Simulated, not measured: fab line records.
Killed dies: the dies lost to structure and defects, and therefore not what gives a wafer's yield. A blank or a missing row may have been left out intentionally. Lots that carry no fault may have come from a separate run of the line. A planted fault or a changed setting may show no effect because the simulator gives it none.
Which tool is to blame? + flow sky130 + 10 lots with 29 wafers sampled at 4 steps, on a route of 708 steps

WHAT EACH GAUGE READ, for each wafer
SKY_FIELD_ISO_THK_MEAS_25.
| lot  | measured    | on           | FIELD_ISO_CVD_24_THK (nm) |
|------|-------------|--------------|---------------------------|
| L247 | day 2 07:04 | filmMetro-04 | 595 596 596               |
| L248 | day 2 12:40 | filmMetro-04 | 600 609 603               |
| L249 | day 2 18:28 | filmMetro-04 | 603 591 596               |
| L251 | day 3 06:02 | filmMetro-02 | 607 602 602               |
| L256 | day 4 07:29 | filmMetro-03 | 643 598                   |
| L260 | day 5 04:23 | filmMetro-04 | 591 597 590               |
| L261 | day 5 14:07 | filmMetro-03 | 598 598 596               |
| L263 | day 6 01:21 | filmMetro-04 | 594 599 593               |
| L266 | day 6 13:58 | filmMetro-02 | 594 598 592               |
| L268 | day 6 23:34 | filmMetro-02 | 597 594 599               |

SKY_LDD_HVN_OVL_MEAS_07.
| lot  | measured     | on         | LDD_HVN_OVL (nm) |
|------|--------------|------------|------------------|
| L247 | day 19 14:29 | overlay-02 | 0.5 -0.3 1.2     |
| L248 | day 20 03:15 | overlay-02 | 3.6 3.8 4.1      |
| L249 | day 20 09:02 | overlay-02 | 0.4 1.2 1.5      |
| L251 | day 21 14:26 | overlay-01 | -2.0 -1.0 -3.0   |
| L256 | day 23 11:33 | overlay-02 | 2.6 2.8          |
| L260 | day 25 12:32 | overlay-02 | 2.2 3.9 3.1      |
| L261 | day 26 19:14 | overlay-01 | 0.8 -0.7 -1.0    |
| L263 | day 27 11:53 | overlay-01 | 4.3 2.4 2.4      |
| L266 | day 28 02:23 | overlay-01 | -1.4 -2.2 -0.1   |
| L268 | day 28 21:50 | overlay-01 | 5.0 4.4 3.1      |

SKY_SD_N_RS_MEAS_18: measurement is done with a four-point probe.
| lot  | measured     | on           | RES_XHIGH_RS (ohm/sq) |
|------|--------------|--------------|-----------------------|
| L247 | day 27 03:28 | filmMetro-02 | 333.7 332.4 333.5     |
| L248 | day 27 17:14 | filmMetro-03 | 331.1 330.6 331.4     |
| L249 | day 27 22:23 | filmMetro-02 | 334.7 335.4 334.1     |
| L251 | day 29 01:40 | filmMetro-01 | 333.3 333.4 332.6     |
| L256 | day 30 17:20 | filmMetro-01 | 334.7 334.6           |
| L260 | day 32 17:22 | filmMetro-02 | 334.0 333.7 334.4     |
| L261 | day 33 22:58 | filmMetro-03 | 331.3 331.1 332.0     |
| L263 | day 34 11:13 | filmMetro-02 | 334.3 332.8 333.9     |
| L266 | day 35 00:42 | filmMetro-03 | 333.0 332.6 333.9     |
| L268 | day 35 14:43 | filmMetro-01 | 335.2 335.8 335.6     |

WHICH TOOL RAN EACH LOT (tool, then ch and the chambers of the sampled wafers, then the start)
| lot  | SKY_FIELD_ISO_CVD_24            |
|------|---------------------------------|
| L247 | hdpcvd-02 ch 0,2, day 2 06:59   |
| L248 | hdpcvd-02 ch 0,1, day 2 12:34   |
| L249 | hdpcvd-01 ch 0,1,2, day 2 18:23 |
| L251 | hdpcvd-02 ch 0,1,2, day 3 05:58 |
| L256 | hdpcvd-02 ch 0,1, day 4 07:24   |
| L260 | hdpcvd-01 ch 0,1,2, day 5 04:19 |
| L261 | hdpcvd-01 ch 1,2, day 5 14:02   |
| L263 | hdpcvd-01 ch 0,1,2, day 6 01:17 |
| L266 | hdpcvd-01 ch 0,1, day 6 13:54   |
| L268 | hdpcvd-01 ch 0,1,2, day 6 23:29 |
- SKY_FIELD_ISO_CVD_24: deposits SiO2, target thk 595 nm, time 99.2 s.

WHAT THE TOOLS THEMSELVES READ (means of the sampled wafers that have a number; where no wafer has one, the mark that the record gives instead)
SKY_FIELD_ISO_CVD_24.
| lot  | tool      | pressureMtorr (mTorr) | susceptorTempC (C) |
|------|-----------|-----------------------|--------------------|
| L247 | hdpcvd-02 | 6.004                 | 650.3              |
| L248 | hdpcvd-02 | 5.995                 | 650.0              |
| L249 | hdpcvd-01 | 5.999                 | 649.8              |
| L251 | hdpcvd-02 | 5.984                 | 650.2              |
| L256 | hdpcvd-02 | 6.005                 | 650.0              |
| L260 | hdpcvd-01 | 6.002                 | 649.9              |
| L261 | hdpcvd-01 | 6.001                 | 650.0              |
| L263 | hdpcvd-01 | 5.997                 | 649.6              |
| L266 | hdpcvd-01 | 5.994                 | 650.0              |
| L268 | hdpcvd-01 | 6.000                 | 650.0              |

THE ANSWER, worked out from the rows above alone
Rule: the lots themselves supply what counts as usual. Put in order of their means at a reading, lots are off if they are a third of the lots or fewer, leave a main group of 4 or more, and stand apart from it by a gap of 3 or more times the standard deviation of the main group's means; of several such gaps the widest counts. The tables above print the reading to a certain number of digits; a main group whose means all agree to those digits is not used. Also off: a lot with no number at a reading for which 4 or more lots have one. Any other lot the step has rows for is counted as sound. Order of review: gauges by route order, followed by the tools' own readings, for which a lot's mean as printed above is used. At the first step where some lot is off, the reading lying furthest off is the one used; lots without a number count as furthest.
Off: at SKY_FIELD_ISO_THK_MEAS_25 (FIELD_ISO_CVD_24_THK), L256. Main group: mean 597 nm, sd 3.7.
If a tool, at a process step before that reading, ran all the lots that are off and no sound lot after the first of them, it fits. The gauges at SKY_FIELD_ISO_THK_MEAS_25 are tried like those tools. One fits: SKY_FIELD_ISO_CVD_24 on hdpcvd-02. A fault onset in the window from L251 (day 3 05:58, its last sound lot) to L256 (day 4 07:24, its first lot off) fits.

WHAT THE SIMULATOR HAD PUT IN
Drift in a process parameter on hdpcvd-02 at SKY_FIELD_ISO_CVD_24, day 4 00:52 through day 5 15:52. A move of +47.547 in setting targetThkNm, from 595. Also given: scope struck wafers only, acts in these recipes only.
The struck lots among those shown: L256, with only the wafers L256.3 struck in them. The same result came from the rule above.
